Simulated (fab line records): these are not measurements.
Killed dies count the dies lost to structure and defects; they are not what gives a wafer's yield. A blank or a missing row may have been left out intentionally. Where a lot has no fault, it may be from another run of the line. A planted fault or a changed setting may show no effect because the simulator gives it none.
Which tool did it?    flow sky130    42 wafers from 14 lots sampled at 4 of the route's 708 steps

== WHAT THE GAUGES SHOWED, per wafer ==
Not one reading of a measure or inspect step in the record can be checked against a usual standard deviation.

== WHAT TOOL EACH LOT RAN ON (gives the tool, then ch and the chambers of the sampled wafers, and finally the start) ==
lot   SKY_CONTACT_CMP_27             SKY_METAL1_SPUTTER_04         SKY_VIA1_CVD_21                SKY_VIA2_EXPOSE_09
L822  cmp-01 ch 0,1,2, day 31 13:10  pvd-sputter-02, day 31 13:33  cvd-w-02 ch 0,1, day 33 22:00  krf-scanner-02 ch 0, day 35 16:08
L824  cmp-01 ch 0,3, day 32 05:22    pvd-sputter-03, day 32 05:43  cvd-w-02 ch 0,1, day 34 12:14  krf-scanner-02 ch 0, day 36 07:08
L828  cmp-02 ch 0,3, day 34 05:31    pvd-sputter-04, day 34 05:55  cvd-w-01 ch 0, day 36 13:04    krf-scanner-01 ch 0, day 38 06:07
L827  cmp-01 ch 1,3, day 34 09:26    pvd-sputter-04, day 34 09:47  cvd-w-02 ch 0,1, day 36 17:01  krf-scanner-01 ch 0, day 38 10:19
L830  cmp-01 ch 0,3, day 34 19:52    pvd-sputter-04, day 34 20:16  cvd-w-02 ch 0,1, day 37 02:58  krf-scanner-01 ch 0, day 38 19:59
L831  cmp-02 ch 1,2, day 34 23:10    pvd-sputter-04, day 34 23:34  cvd-w-01 ch 0,1, day 37 06:01  krf-scanner-01, day 38 22:53
L829  cmp-02 ch 1,2,3, day 35 01:53  pvd-sputter-02, day 35 02:17  cvd-w-01 ch 0,1, day 37 09:23  krf-scanner-01, day 39 02:16
L832  cmp-02 ch 0,1, day 35 03:50    pvd-sputter-02, day 35 04:14  cvd-w-02 ch 0, day 37 10:03    krf-scanner-01 ch 0, day 39 03:05
L839  cmp-02 ch 0,3, day 37 08:10    pvd-sputter-02, day 37 08:34  cvd-w-01 ch 0,1, day 39 14:10  krf-scanner-01 ch 0, day 41 15:37
L840  cmp-02 ch 0,2,3, day 37 14:17  pvd-sputter-02, day 37 14:41  cvd-w-01 ch 0,1, day 39 20:56  krf-scanner-01 ch 0, day 41 18:38
L842  cmp-02 ch 0,1,3, day 37 23:29  pvd-sputter-02, day 37 23:52  cvd-w-01 ch 0,1, day 40 03:53  krf-scanner-01 ch 0, day 41 21:19
L843  cmp-01 ch 0,2, day 38 06:59    pvd-sputter-02, day 38 07:19  cvd-w-01 ch 0,1, day 40 11:41  krf-scanner-01 ch 0, day 42 01:05
L844  cmp-02 ch 0,1, day 38 15:21    pvd-sputter-04, day 38 15:41  cvd-w-01 ch 0,1, day 40 20:39  krf-scanner-01 ch 0, day 42 08:55
L845  cmp-01 ch 0,2,3, day 38 17:47  pvd-sputter-04, day 38 18:11  cvd-w-02 ch 0,1, day 40 21:56  krf-scanner-01 ch 0, day 42 10:27
- SKY_CONTACT_CMP_27: polishes, stops on SiO2, t overpolish 15 s, target thk 0 nm.
- SKY_METAL1_SPUTTER_04: material TiN, target thk 70 nm, time 58.3 s.
- SKY_VIA1_CVD_21: deposits W, target thk 270 nm, time 80.902 s.
- SKY_VIA2_EXPOSE_09: exposes mask VIM2, target cd 200 nm.

== WHAT THE TOOLS THEMSELVES READ (means of the sampled wafers that have a number; where no wafer has one, the mark that the record gives instead) ==
SKY_CONTACT_CMP_27. Usual: head-pressure-psi 3.499 psi, standard deviation 0.0084; motor-current-A 10.7 A, standard deviation 1.5; overpolish-run-s 15.001 s, standard deviation 0.01; time-to-endpoint-s 83.1 s, standard deviation 2.8.
lot   tool    head-pressure-psi (psi)  motor-current-A (A)  overpolish-run-s (s)  time-to-endpoint-s (s)  flag
L822  cmp-01  3.496                    10.3                 15.009                83.5                    
L824  cmp-01  3.497                    12.4                 15.011                86.1                    
L828  cmp-02  3.501                    10.2                 14.998                82.6                    
L827  cmp-01  3.506                    11.1                 15.005                83.2                    
L830  cmp-01  3.499                    12.2                 15.003                82.7                    
L831  cmp-02  3.499                    11.9                 15.006                85.8                    
L829  cmp-02  3.494                    11.4                 14.993                82.4                    
L832  cmp-02  3.500                    11.0                 15.004                84.8                    
L839  cmp-02  3.503                    10.3                 14.990                80.1                    
L840  cmp-02  3.499                    10.5                 14.995                79.7                    
L842  cmp-02  3.500                    10.8                 14.991                81.6                    
L843  cmp-01  3.495                    11.4                 14.997                87.4                    
L844  cmp-02  3.496                    10.2                 15.005                83.2                    
L845  cmp-01  3.497                    10.7                 15.005                83.0                    

SKY_METAL1_SPUTTER_04. Usual: chamber-pressure-pa 0.4000 Pa, standard deviation 0.00079; throttle-valve-pct 30.2 %, standard deviation 0.64.
lot   tool            chamber-pressure-pa (Pa)  throttle-valve-pct (%)  flag
L822  pvd-sputter-02  0.4000                    30.2                    
L824  pvd-sputter-03  0.4004                    30.8                    
L828  pvd-sputter-04  0.4008                    30.3                    
L827  pvd-sputter-04  0.4007                    29.9                    
L830  pvd-sputter-04  0.3999                    30.1                    
L831  pvd-sputter-04  0.4003                    30.0                    
L829  pvd-sputter-02  0.3996                    30.4                    
L832  pvd-sputter-02  0.3996                    29.7                    
L839  pvd-sputter-02  0.4015                    29.7                    
L840  pvd-sputter-02  0.3997                    29.7                    
L842  pvd-sputter-02  0.4006                    30.4                    
L843  pvd-sputter-02  0.4004                    30.7                    
L844  pvd-sputter-04  0.3991                    30.3                    
L845  pvd-sputter-04  0.3991                    29.8                    

SKY_VIA1_CVD_21. Usual: 869 W for heater-power-w, sd 170.
lot   tool      heater-power-w (W)  flag
L822  cvd-w-02  791                 
L824  cvd-w-02  833                 
L828  cvd-w-01  698                 
L827  cvd-w-02  827                 
L830  cvd-w-02  812                 
L831  cvd-w-01  868                 
L829  cvd-w-01  854                 
L832  cvd-w-02  843                 
L839  cvd-w-01  821                 
L840  cvd-w-01  826                 
L842  cvd-w-01  829                 
L843  cvd-w-01  834                 
L844  cvd-w-01  943                 
L845  cvd-w-02  829                 

SKY_VIA2_EXPOSE_09. Usual: exposure-dose-mJ-cm2 37.95, standard deviation 0.039; focus-offset-nm 0.1 nm, standard deviation 0.61; stage-vel-mm-s 499.99 mm/s, standard deviation 0.25.
lot   tool            exposure-dose-mJ-cm2  focus-offset-nm (nm)  stage-vel-mm-s (mm/s)  flag
L822  krf-scanner-02  37.99                 0.2                   500.04                 
L824  krf-scanner-02  37.98                 0.0                   499.94                 
L828  krf-scanner-01  37.95                 -1.2                  500.17                 
L827  krf-scanner-01  37.94                 0.0                   500.14                 
L830  krf-scanner-01  37.97                 0.4                   500.26                 
L831  krf-scanner-01  -                     -                     -                      OFF
L829  krf-scanner-01  -                     -                     -                      OFF
L832  krf-scanner-01  37.91                 0.6                   499.69                 
L839  krf-scanner-01  37.91                 1.3                   499.93                 
L840  krf-scanner-01  37.87                 -0.0                  500.28                 
L842  krf-scanner-01  37.96                 0.2                   500.18                 
L843  krf-scanner-01  37.98                 0.4                   500.09                 
L844  krf-scanner-01  37.90                 0.3                   499.65                 
L845  krf-scanner-01  37.95                 0.2                   499.89                 

== THE ANSWER, worked out from the rows above alone ==
Rule: take the mean of a lot's wafers that have a number; if it is more than 3 standard deviations from the usual mean, the lot is off. Also off: a lot with no number at a reading for which 4 or more lots have one. All remaining lots with rows at the step are treated as sound. First the gauges in route order, then the tools' own readings, where a lot's mean is used as printed above. The first step at which some lot is off is used, and at that step the reading that is off furthest; a lot without a number counts as furthest.
Off, at SKY_VIA2_EXPOSE_09 on exposure-dose-mJ-cm2: L831, L829. Without a number there: L831, L829.
A tool fits if, at that step or a process step before it, it ran every lot that is off, and no sound lot after the first of them. Not one of the candidates tried fits.

== WHAT THE SIMULATOR PUT IN ==
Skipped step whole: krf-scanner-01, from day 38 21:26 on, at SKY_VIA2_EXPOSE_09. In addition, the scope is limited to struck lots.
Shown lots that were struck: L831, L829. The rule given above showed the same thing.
